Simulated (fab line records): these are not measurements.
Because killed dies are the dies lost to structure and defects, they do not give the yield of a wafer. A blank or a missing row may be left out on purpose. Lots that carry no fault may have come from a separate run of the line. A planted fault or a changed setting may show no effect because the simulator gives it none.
Comparing a struck lot with a sound one    flow gf180mcu    14 steps out of a route of 602
Sound: the wafers L127.2, L127.3, L127.5. Wafers struck: L131.1, L131.2, L131.3. At the end, the cause is stated.
For every step that has rows: the tool of each side, followed by ch and its chambers, followed by its first start. Under that, the readings that differ: sound wafers    struck wafers    difference of the means    sigmas: that difference in standard deviations of wafers without a fault.
alike: readings whose means differ by less than 2 such deviations, and words and numbers that are the same on both sides. not compared: withheld readings, readings that some wafer has no value for, bounds like >300 that may hide the same value, and numbers for which the record gives no deviation and whose values overlap.
The two part at a step that has a row with sigmas, a row that says differs or no value, or rows on one side only. Numbers that have no deviation but don't overlap get no sigmas and don't part them. A reading that every wafer of one side lacks parts them only if that side has two wafers or more.

GF_M3_SPUTTER_00: material Ti, target thk 37.5 nm, time 150 s.
  sound on pvd_sputter-03 at day 22 07:01; struck on pvd_sputter-03 at day 23 21:50
  alike: throttle_valve_pct
GF_M3_SPUTTER_01: material TiN, target thk 30 nm, time 24.6 s.
  sound on pvd_sputter-03 at day 22 07:07; struck on pvd_sputter-03 at day 23 21:56
  alike: throttle_valve_pct
GF_M3_SPUTTER_02: material AlCu, target thk 450 nm, time 23.9 s.
  sound on pvd_sputter-03 at day 22 07:08; struck on pvd_sputter-03 at day 23 21:58
  alike: throttle_valve_pct
GF_M3_SPUTTER_03: material Ti, target thk 10 nm, time 6.7 s.
  sound on pvd_sputter-03 at day 22 07:10; struck on pvd_sputter-03 at day 23 22:00
  alike: throttle_valve_pct
GF_M3_SPUTTER_04: material TiN, target thk 50 nm, time 41.7 s.
  sound on pvd_sputter-03 at day 22 07:11; struck on pvd_sputter-03 at day 23 22:01
  alike: throttle_valve_pct
GF_M3_RS_MEAS_05: a four-point-probe measurement.
  sound on film_metro-02 at day 22 07:15; struck on film_metro-02 at day 23 22:04
  alike: M3_ALCU_RS
GF_M3_THK_MEAS_06: measures by xrf.
  sound on film_metro-02 at day 22 07:22; struck on film_metro-02 at day 23 22:11
  alike: M3_ALCU_THK
then, 5 steps without rows for these wafers: GF_M3_DEHYDRATE_07 (time 60 s); GF_M3_HMDS_08 (prime time 60 s); GF_M3_COAT_09 (resist thk 1000 nm); GF_M3_SOFTBAKE_10 (time 60 s); GF_M3_EXPOSE_11 (exposes mask Metal3, target cd 280 nm).
GF_M3_PEB_12: peb time 90 s.
  sound on litho_track-03 ch 0, day 23 05:50; struck on litho_track-03, day 24 20:03
  no value came back on the struck wafers for chill_plate_temp_C (C), exhaust_pa (Pa); on the sound wafers chill_plate_temp_C (C) reads 22.85 22.74 22.70
then, 1 step without rows for these wafers: GF_M3_DEVELOP_13 (develop time 60 s).

## WHERE THEY PART
Within this record, at GF_M3_PEB_12 only.

WHY: the cause the simulator had injected
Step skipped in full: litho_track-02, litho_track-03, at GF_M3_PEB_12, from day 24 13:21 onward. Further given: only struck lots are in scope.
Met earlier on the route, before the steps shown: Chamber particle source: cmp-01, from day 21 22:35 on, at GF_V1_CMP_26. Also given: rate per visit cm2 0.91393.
